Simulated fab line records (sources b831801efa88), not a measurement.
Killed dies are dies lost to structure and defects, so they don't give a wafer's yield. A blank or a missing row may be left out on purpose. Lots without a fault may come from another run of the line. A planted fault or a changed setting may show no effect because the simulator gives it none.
Matching of chambers || flow gf180mcu || 4 sister chambers for GF_STI_ETCH_13 on rieDiel-03
The step etches the open film in CHF3/O2, stops on Si, target depth 282.31 nm, time 112.9 s. 7 wafers are shown with their chamber, then 7 later ones without.

== EACH WAFER AND ITS CHAMBER ==
{"wafer": "L270.5", "chamber": 3, "drypumpMotorCurrentA (A)": 4.7, "oesProductAu (a.u.)": 0.836}
{"wafer": "L270.6", "chamber": 0, "drypumpMotorCurrentA (A)": 5.8, "oesProductAu (a.u.)": 0.838}
{"wafer": "L272.2", "chamber": 2, "drypumpMotorCurrentA (A)": 5.8, "oesProductAu (a.u.)": 0.842}
{"wafer": "L272.4", "chamber": 2, "drypumpMotorCurrentA (A)": 5.8, "oesProductAu (a.u.)": 0.840}
{"wafer": "L272.5", "chamber": 0, "drypumpMotorCurrentA (A)": 5.7, "oesProductAu (a.u.)": 0.837}
{"wafer": "L278.2", "chamber": 3, "drypumpMotorCurrentA (A)": 4.7, "oesProductAu (a.u.)": 0.842}
{"wafer": "L278.3", "chamber": 1, "drypumpMotorCurrentA (A)": 6.2, "oesProductAu (a.u.)": 0.833}

== WAFERS MISSING THEIR CHAMBER ==
{"wafer": "L278.6", "drypumpMotorCurrentA (A)": 5.7, "oesProductAu (a.u.)": 0.831}
{"wafer": "L282.1", "drypumpMotorCurrentA (A)": 6.2, "oesProductAu (a.u.)": 0.840}
{"wafer": "L282.2", "drypumpMotorCurrentA (A)": 5.8, "oesProductAu (a.u.)": 0.834}
{"wafer": "L282.4", "drypumpMotorCurrentA (A)": 6.2, "oesProductAu (a.u.)": 0.837}
{"wafer": "L285.1", "drypumpMotorCurrentA (A)": 5.8, "oesProductAu (a.u.)": 0.831}
{"wafer": "L285.2", "drypumpMotorCurrentA (A)": 6.2, "oesProductAu (a.u.)": 0.830}
{"wafer": "L285.4", "drypumpMotorCurrentA (A)": 4.6, "oesProductAu (a.u.)": 0.834}

== THE CHAMBER EACH PASSED THROUGH ==
{"wafer": "L278.6", "from the rows above": "can't be placed: 0 or 2", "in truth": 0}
{"wafer": "L282.1", "from the rows above": 1, "in truth": 1}
{"wafer": "L282.2", "from the rows above": "can't be placed: 0 or 2", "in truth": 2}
{"wafer": "L282.4", "from the rows above": 1, "in truth": 1}
{"wafer": "L285.1", "from the rows above": "can't be placed: 0 or 2", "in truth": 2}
{"wafer": "L285.2", "from the rows above": 1, "in truth": 1}
{"wafer": "L285.4", "from the rows above": 3, "in truth": 3}
4 of 7 placed correctly. Not placeable from these rows: 3 (in 3, the candidates include the true chamber). 0 placed wrongly.
How it was worked out, from the rows above alone: a wafer's distance from a chamber is the root of the sum, over the readings, of the square of ((its reading less the chamber's mean) divided by the reading's scatter). If the next closest chamber is less than 2 further off than the closest, the wafer can't be placed; otherwise it belongs to the closest. For every chamber, the mean is computed from those of its wafers that are shown. How the scatter is found: for the shown wafers, subtract from each reading the mean of its chamber, square and add these, divide the total by (wafers less chambers), then take the root.
